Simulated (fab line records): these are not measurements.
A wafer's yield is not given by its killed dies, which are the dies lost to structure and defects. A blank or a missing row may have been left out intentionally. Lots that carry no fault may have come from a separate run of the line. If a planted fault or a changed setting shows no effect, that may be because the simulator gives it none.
Matching of chambers | flow sky130 | 4 sister chambers for SKY_VIA3_ETCH_15 on rie-diel-04
The step etches SiO2 in C4F8/O2/Ar, stops on TiN, target depth 507 nm, time 78 s. 4 wafers are shown with their chamber, then 11 later ones without.

== WAFERS PAIRED WITH THEIR CHAMBERS ==
wafer  | chamber | oes-product-au (a.u.)
L080.5 | 1       | 0.943
L080.6 | 0       | 0.943
L081.4 | 2       | 0.950
L084.1 | 3       | 0.936

== WAFERS WITHOUT THEIR CHAMBER ==
wafer  | oes-product-au (a.u.)
L084.2 | 0.950
L084.6 | 0.938
L090.2 | 0.943
L090.3 | 0.947
L090.4 | 0.942
L096.3 | 0.950
L096.4 | 0.957
L096.5 | 0.942
L097.1 | 0.938
L097.3 | 0.940
L097.5 | 0.945

== CHAMBER TAKEN BY EACH ==
wafer  | from the rows above          | in truth
L084.2 | 2                            | 2
L084.6 | can't be placed: 3 or 0 or 1 | 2
L090.2 | can't be placed: 0 or 1      | 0
L090.3 | can't be placed: 2 or 0 or 1 | 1
L090.4 | can't be placed: 0 or 1 or 3 | 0
L096.3 | 2                            | 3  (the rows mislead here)
L096.4 | 2                            | 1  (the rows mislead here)
L096.5 | can't be placed: 0 or 1 or 3 | 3
L097.1 | can't be placed: 3 or 0 or 1 | 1
L097.3 | can't be placed: 0 or 1 or 3 | 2
L097.5 | can't be placed: 0 or 1 or 2 | 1
Correctly placed: 1 of 11. Unplaceable from these rows: 8, with the true chamber sitting among the candidates in 6. Number placed wrongly: 2.
How it was worked out, from the rows above alone: a wafer's distance from a chamber is the root of the sum, over the readings, of the square of ((its reading less the chamber's mean) divided by the reading's scatter). The wafer belongs to the nearest chamber; if the next one is less than 2 further off, it can't be placed. A chamber's mean is the mean of its shown wafers. The scatter: root of mean squared gap, hidden wafer to nearest shown wafer, with one shown wafer a chamber.
